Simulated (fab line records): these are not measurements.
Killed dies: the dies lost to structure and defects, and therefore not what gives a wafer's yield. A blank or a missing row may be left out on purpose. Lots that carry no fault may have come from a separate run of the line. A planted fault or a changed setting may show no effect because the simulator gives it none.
Which tool was responsible? | flow gf180mcu | 18 wafers from 6 lots sampled at 2 of the route's 602 steps

== WHAT THE GAUGES READ, wafer by wafer ==
GF_VT_IMPLANT_OVL_MEAS_07.
lot  | measured     | on         | VT_IMPLANT_OVL (nm)
L341 | day 5 22:32  | overlay-02 | -0.1 1.9 2.3
L343 | day 6 15:48  | overlay-02 | 0.6 1.2 -0.3
L345 | day 6 21:54  | overlay-02 | 0.6 1.0 -1.2
L347 | day 7 09:26  | overlay-02 | -1.0 -0.3 -0.6
L351 | day 8 13:23  | overlay-01 | 51.0 50.3 50.6 51.8 50.6 50.9
L361 | day 11 00:05 | overlay-01 | -2.4 -0.7 0.1

== TOOL THAT RAN EACH LOT (tool first, then ch and the chambers of the sampled wafers, then the start) ==
lot  | GF_VT_IMPLANT_EXPOSE_04
L341 | iline_stepper-01 ch 0, day 5 15:22
L343 | iline_stepper-02 ch 0, day 6 08:19
L345 | iline_stepper-01 ch 0, day 6 14:29
L347 | iline_stepper-01 ch 0, day 7 02:11
L351 | iline_stepper-01 ch 0, day 8 05:28
L361 | iline_stepper-02 ch 0, day 10 15:29
- GF_VT_IMPLANT_EXPOSE_04: exposes mask LVPWELL LV AREA, target cd 600 nm.

== THE ANSWER, worked out from the rows above alone ==
Rule: usual is defined by the lots themselves. Put in order of their means at a reading, lots are off if they are a third of the lots or fewer, leave a main group of 4 or more, and stand apart from it by a gap of 3 or more times the standard deviation of the main group's means; of several such gaps the widest counts. The tables above print the reading to a certain number of digits; a main group whose means all agree to those digits is not used. Also off: a lot with no number at a reading for which 4 or more lots have one. Where the step has rows for the other lots, those lots are counted as sound.
Off: L351, seen at GF_VT_IMPLANT_OVL_MEAS_07 (VT_IMPLANT_OVL). For the main group the mean is 0.1 nm and the standard deviation 0.84.
If a tool, at a process step before that reading, ran all the lots that are off and no sound lot after the first of them, it fits. Gauges at GF_VT_IMPLANT_OVL_MEAS_07: tried the same way as those tools. One candidate fits, namely iline_stepper-01 at GF_VT_IMPLANT_EXPOSE_04. A fault onset in the window from L347 (day 7 02:11, its last sound lot) to L351 (day 8 05:28, its first lot off) fits.

== WHAT THE SIMULATOR HAD INSERTED ==
Scanner matching overlay: iline_stepper-01, from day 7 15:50 on, at GF_VT_IMPLANT_EXPOSE_04. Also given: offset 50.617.
Struck lots among those shown: L351. The rule above found the same.
